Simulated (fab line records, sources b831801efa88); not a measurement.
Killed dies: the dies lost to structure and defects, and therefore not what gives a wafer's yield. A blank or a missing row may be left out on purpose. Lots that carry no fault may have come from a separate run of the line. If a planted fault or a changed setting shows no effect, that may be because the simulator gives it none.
8D (eight disciplines) problem report, filled in by code :: flow sky130 :: the parts of the form that need people (team, actions taken, sign-off) are left out

== 1. THE PROBLEM ==
A mean of 124.07 s is read at SKY_VIA4_SOFTBAKE_07 for run_length_s, taken on 1 wafer of 1 lot, against 89.17 s (standard deviation 0.13) on wafers free of any fault. That is +99 or more standard deviations from the usual mean.
The step: time 60 s.
Seen first at day 47 07:09 on litho_track-02, wafer L683.4. At this step, 15 wafers from 5 lots have a number in the record. Rule for "out" (also "out of limits"): further than 4 standard deviations from the usual mean. All remaining wafers that have a number are taken as sound.

== 2. WHAT THIS IS AND IS NOT ==
question: which readings at this step
is: run_length_s
is not: exhaust_pa

question: which lots
is: L683
is not: L689, L690, L692, L694

question: which wafers of those lots
is: L683.4
is not: L683.3, L683.6

question: read on which tools
is: litho_track-02
is not: litho_track-04

question: when
is: from day 47 07:09
is not: up to then (2 sound wafers); but 12 sound wafers of L689, L690, L692, L694 came after

== 3. SUSPECTS, AND WHAT RULES EACH OUT ==
Counting: any tool at a process step up to the reading remains a suspect provided it ran every lot that is out. Sound lots after the first of them don't rule it out here, since some wafers of a struck lot are sound.
- rie_metal-04 at SKY_METAL4_METAL_ETCH_18 (etches the open film in Cl2/BCl3, stops on SiO2, target depth 845 nm, time 183.1 s): kept. It ran the lot that is out, L683 (day 46 18:30).
- plasma_asher-04 at SKY_METAL4_STRIP_19 (strips in O2/N2): kept. It ran the lot that is out, L683 (day 46 18:39).
- cmp-02 at SKY_VIA4_CMP_02 (polishes SiO2): kept. It ran the lot that is out, L683 (day 46 19:53).
- litho_track-02 at SKY_VIA4_SOFTBAKE_07 (time 60 s): kept. It ran the lot that is out, L683 (day 47 07:09). Its own run_length_s readings are out on those wafers.
- At SKY_VIA4_CMP_02 on cmp-02, chamber 3 took the sound wafers of the same lots and chamber 2 took the wafers that are out.
Left after counting: rie_metal-04 at SKY_METAL4_METAL_ETCH_18, plasma_asher-04 at SKY_METAL4_STRIP_19, cmp-02 at SKY_VIA4_CMP_02, litho_track-02 at SKY_VIA4_SOFTBAKE_07.

== 4. THE CAUSE (what the simulator had put in) ==
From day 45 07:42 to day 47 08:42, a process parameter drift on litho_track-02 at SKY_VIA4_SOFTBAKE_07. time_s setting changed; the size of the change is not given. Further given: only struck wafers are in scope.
Counting leaves 4 suspects; this tool is one of them.

== 5. THE CHAIN OF EFFECTS, in route order ==
One row per reading whose mean, taken over the struck wafers that have a number, lies over 3 standard deviations from the usual. Only readings for which the record gives a usual standard deviation are gone through. hours: the time from each lot's start at the first step in this table that gives one to its start at this step, as a median over the lots. sigmas: the change in usual standard deviations.
hours: 0
step: SKY_VIA4_SOFTBAKE_07
reading: run_length_s
usual: 89.17 s
on struck wafers: 124.07
change: +34.90
sigmas: +99 or more

hours: 10
step: SKY_VIA4_STRIP_13
reading: strip_time_to_endpoint_s
usual: 12.81 s
on struck wafers: 12.70
change: -0.11
sigmas: -3.1
Process steps it contains:
- SKY_VIA4_SOFTBAKE_07: time 60 s.
- SKY_VIA4_STRIP_13: strips in O2/N2.
Later measuring or inspecting steps at which every struck wafer that the step has a row for has a number for every such reading, and none has moved that far: SKY_VIA4_OVL_MEAS_11.

== 6. WHAT WOULD HAVE CAUGHT IT SOONER ==
First out-of-limits reading in this record: day 47 07:09, which is 47 hours after fault onset at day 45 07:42.
